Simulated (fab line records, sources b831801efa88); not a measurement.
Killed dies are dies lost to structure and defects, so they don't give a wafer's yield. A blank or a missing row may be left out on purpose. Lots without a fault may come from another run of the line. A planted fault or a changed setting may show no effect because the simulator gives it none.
Which tool did it? | flow sky130 | 11 lots, 33 wafers sampled, at 1 step of a route of 708

WHAT THE GAUGES READ, wafer by wafer
SKY_LOCAL_INTERCONNECT_RS_MEAS_01: measures by four-point-probe. Usual: LOCAL_INTERCONNECT_TIN_RS 14.13 ohm/sq, standard deviation 0.15.
lot  | measured     | on            | LOCAL_INTERCONNECT_TIN_RS (ohm/sq) | flag
L437 | day 29 14:59 | film_metro-04 | 14.28 14.08 14.18                  |
L438 | day 29 21:09 | film_metro-04 | 14.10 13.95 14.04                  |
L439 | day 30 05:55 | film_metro-03 | 14.31 14.17 14.35                  |
L440 | day 30 18:30 | film_metro-03 | 14.25 14.36 14.10                  |
L441 | day 31 07:18 | film_metro-03 | 14.25 14.21 14.20                  |
L445 | day 32 09:41 | film_metro-02 | 14.21 14.03 14.14                  |
L448 | day 33 16:02 | film_metro-02 | 14.11 14.03 13.98                  |
L449 | day 33 23:53 | film_metro-03 | 13.96 13.95 14.03                  |
L450 | day 34 00:09 | film_metro-04 | 14.23 14.06 14.11                  |
L457 | day 36 00:52 | film_metro-03 | 14.45 14.39 14.35                  |
L458 | day 36 04:52 | film_metro-03 | 14.44 14.47 14.48                  |

WHICH TOOL RAN EACH LOT (tool, then ch and the chambers of the sampled wafers, then the start)
The record holds no process step before these readings.

WHAT THE TOOLS THEMSELVES READ (means of the sampled wafers that have a number; where no wafer has one, the mark that the record gives instead)
The record holds no such reading with a usual standard deviation.

THE ANSWER, worked out from the rows above alone
Rule: a lot is off if the mean of its wafers that have a number lies more than 3 standard deviations from the usual mean. A lot without any number at a reading at which 4 lots or more have one is off too. The other lots that the step has rows for count as sound. The gauges are gone through in route order, then the tools' own readings, and for those a lot's mean is taken as printed above. The first step at which some lot is off is used, and at that step the reading that is off furthest; a lot without a number counts as furthest.
No lot is off at any reading shown: from this, nothing can be told.

WHAT THE SIMULATOR HAD PUT IN
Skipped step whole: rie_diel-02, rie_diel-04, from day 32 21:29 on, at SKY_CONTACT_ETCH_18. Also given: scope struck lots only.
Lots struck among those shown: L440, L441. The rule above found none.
